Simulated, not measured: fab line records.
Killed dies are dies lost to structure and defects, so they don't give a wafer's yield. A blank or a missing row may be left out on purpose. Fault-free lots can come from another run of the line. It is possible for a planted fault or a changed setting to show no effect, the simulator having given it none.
A single fault, viewed from 2 desks / flow sky130 / each desk has only its own numbers; what lay behind them comes last

## AT THE METROLOGY DESK
Lot by lot, what the gauges showed, no matter which tool ran the lot: averages of those sampled wafers that carry a number. If a lot's mean is further than 4 standard deviations from the usual mean, the lot is out of limits and carries the mark OUT (the distance appears in the brackets).
Columns: A = DNWELL_TW at SKY_DNWELL_TW_MEAS_09, usual 1121; B = VT_ADJUST_LVTN_2_TW at SKY_VT_ADJUST_LVTN_TW_MEAS_21, usual 189.4; C = SONOS_ONO_OXIDATION_THK at SKY_SONOS_ONO_THK_MEAS_01, usual 2.57 nm; D = GATE_OXIDE_TW at SKY_GATE_OXIDE_TW_MEAS_14, usual 225.9
lot=L842; first seen here=day 3 16:55; A=1117; B=185.9; C=2.56; D=224.0
lot=L841; first seen here=day 3 17:16; A=1119; B=192.5; C=2.62; D=226.1
lot=L845; first seen here=day 4 06:16; A=1137; B=189.3; C=2.55; D=229.3
lot=L846; first seen here=day 4 06:29; A=1118; B=188.7; C=2.58; D=229.3
lot=L849; first seen here=day 5 01:19; A=1124; B=190.0; C=3.18 (+11) OUT; D=223.7
lot=L850; first seen here=day 5 10:53; A=1117; B=189.5; C=2.64; D=227.7
lot=L852; first seen here=day 5 15:52; A=1126; B=189.1; C=3.17 (+11) OUT; D=226.2
lot=L853; first seen here=day 5 21:01; A=1130; B=190.2; C=2.61; D=226.5
lot=L859; first seen here=day 7 12:34; A=1118; B=185.7; C=2.56; D=227.4
lot=L860; first seen here=day 7 16:09; A=1117; B=190.1; C=2.53; D=224.7
lot=L861; first seen here=day 7 18:02; A=1124; B=189.7; C=2.53; D=225.4
lot=L864; first seen here=day 8 14:58; A=1122; B=192.5; C=2.57; D=228.8
Finding of this desk: L849, L852 out of limits, first seen on L849 at day 14 07:49 (SONOS_ONO_OXIDATION_THK at SKY_SONOS_ONO_THK_MEAS_01). L842, L841, L845, L846, L850, L853, L859, L860, L861, L864: within limits.

## FOR THE TOOL OWNER'S DESK: furnace-01
The tool's own readings at SKY_SONOS_ONO_OXIDATION_00 (stabilise 600 s, purge 300 s, target thk 2.6 nm): means of the sampled wafers that have a number, for each lot that ran on this tool. If a lot's mean is further than 4 standard deviations from the usual mean, the lot is out of limits and carries the mark OUT (the distance appears in the brackets). Readings shown: 7 out of 10 (the first out of limits, and those lying furthest out on some lot).
Columns: A = spike_tc_bottom_C at SKY_SONOS_ONO_OXIDATION_00, usual 816 C; B = spike_tc_centre_C at SKY_SONOS_ONO_OXIDATION_00, usual 801.5 C; C = spike_tc_lower_C at SKY_SONOS_ONO_OXIDATION_00, usual 800.9 C; D = spike_tc_top_C at SKY_SONOS_ONO_OXIDATION_00, usual 814 C; E = spike_tc_upper_C at SKY_SONOS_ONO_OXIDATION_00, usual 800.2 C; F = tube_center_temp_C at SKY_SONOS_ONO_OXIDATION_00, usual 800 C; G = tube_center_temp_C_max at SKY_SONOS_ONO_OXIDATION_00, usual 802.0
lot=L845; first seen here=day 12 22:26; A=821; B=799.0; C=801.2; D=819; E=800.1; F=800; G=802.2
lot=L846; first seen here=day 13 04:13; A=822; B=799.4; C=801.6; D=820; E=800.1; F=800; G=802.1
lot=L849; first seen here=day 14 06:28; A=835 (+5.7) OUT; B=814.1 (+7.0) OUT; C=816.3 (+14) OUT; D=834 (+5.4) OUT; E=816.2 (+15) OUT; F=815 (+99 or more) OUT; G=816.8 (+45) OUT
lot=L852; first seen here=day 15 02:05; A=837 (+6.1) OUT; B=814.3 (+7.1) OUT; C=816.8 (+14) OUT; D=834 (+5.5) OUT; E=816.6 (+15) OUT; F=815 (+99 or more) OUT; G=817.0 (+45) OUT
lot=L860; first seen here=day 18 06:05; A=821; B=799.3; C=800.8; D=820; E=800.7; F=800; G=801.9
lot=L864; first seen here=day 19 12:37; A=820; B=799.1; C=800.8; D=819; E=801.0; F=800; G=801.9
This desk's finding: out of limits on L849, L852; first on L849, day 14 06:28 (spike_tc_bottom_C at SKY_SONOS_ONO_OXIDATION_00). L845, L846, L860, L864: within limits.

## BROUGHT TOGETHER
The tool owner's desk had the chance to raise an alarm at day 14 06:28 on L849, L852.
At day 14 07:49 the metrology desk could have sounded an alarm, on L849, L852.
Of the lots named, all ran SKY_SONOS_ONO_OXIDATION_00 on furnace-01.

## WHAT THE SIMULATOR HAD INSERTED
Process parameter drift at SKY_SONOS_ONO_OXIDATION_00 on furnace-01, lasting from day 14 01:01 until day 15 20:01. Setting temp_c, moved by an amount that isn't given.
Shown lots that were struck: L849, L852.
Hours from the fault's start to each desk's first reading out of limits: the tool owner's desk, 5; the metrology desk, 7.
